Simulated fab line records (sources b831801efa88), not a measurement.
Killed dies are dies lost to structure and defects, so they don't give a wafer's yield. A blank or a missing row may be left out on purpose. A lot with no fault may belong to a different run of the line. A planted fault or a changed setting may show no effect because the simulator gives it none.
Which tool was responsible?    flow gf180mcu    33 wafers from 11 lots sampled at 2 of the route's 602 steps

## WHAT THE GAUGES READ, wafer by wafer
GF_M4_RS_MEAS_05: uses a four-point probe to measure.
lot   measured      on             M4_ALCU_RS (ohm/sq)
L225  day 22 02:00  film_metro-02  0.0684 0.0694 0.0692
L226  day 22 14:16  film_metro-02  0.0693 0.0696 0.0690
L229  day 23 17:36  film_metro-02  0.0700 0.0688 0.0696
L232  day 25 05:44  film_metro-04  0.0701 0.0702 0.0702
L234  day 25 13:53  film_metro-02  0.0695 0.0698 0.0694
L241  day 27 21:17  film_metro-04  0.0696 0.0690 0.0697
L242  day 28 04:14  film_metro-03  0.0692 0.0688 0.0697
L245  day 28 23:35  film_metro-04  0.0692 0.0690 0.0686
L246  day 29 07:05  film_metro-02  0.0698 0.0698 0.0694
L247  day 29 15:34  film_metro-04  0.0686 0.0676 0.0683
L248  day 29 21:55  film_metro-04  0.0696 0.0701 0.0699

## TOOL THAT RAN EACH LOT (tool first, then ch and the chambers of the sampled wafers, then the start)
lot   GF_V3_SPUTTER_21
L225  pvd_sputter-03, day 22 01:05
L226  pvd_sputter-03, day 22 13:19
L229  pvd_sputter-03, day 23 16:41
L232  pvd_sputter-03, day 25 02:54
L234  pvd_sputter-01, day 25 12:56
L241  pvd_sputter-01, day 27 20:10
L242  pvd_sputter-02, day 28 03:16
L245  pvd_sputter-02, day 28 22:40
L246  pvd_sputter-02, day 29 06:09
L247  pvd_sputter-01, day 29 14:38
L248  pvd_sputter-01, day 29 21:00
- GF_V3_SPUTTER_21: material Ti, target thk 15 nm, time 80.02 s.

## THE ANSWER, worked out from the rows above alone
Rule: the lots themselves supply what counts as usual. The widest of any qualifying gaps counts: lots, ordered by their means at a reading, are off when they make up no more than a third of the lots, leave a main group of 4 or more, and stand apart from it by 3 or more times the standard deviation of that group's means. A main group is skipped when, at the precision printed for the reading in the tables above, its means are all equal. Also off: a lot with no number at a reading for which 4 or more lots have one. All remaining lots with rows at the step are treated as sound.
No lot is off at any reading shown: from this, nothing can be told.

## WHAT THE SIMULATOR HAD INSERTED
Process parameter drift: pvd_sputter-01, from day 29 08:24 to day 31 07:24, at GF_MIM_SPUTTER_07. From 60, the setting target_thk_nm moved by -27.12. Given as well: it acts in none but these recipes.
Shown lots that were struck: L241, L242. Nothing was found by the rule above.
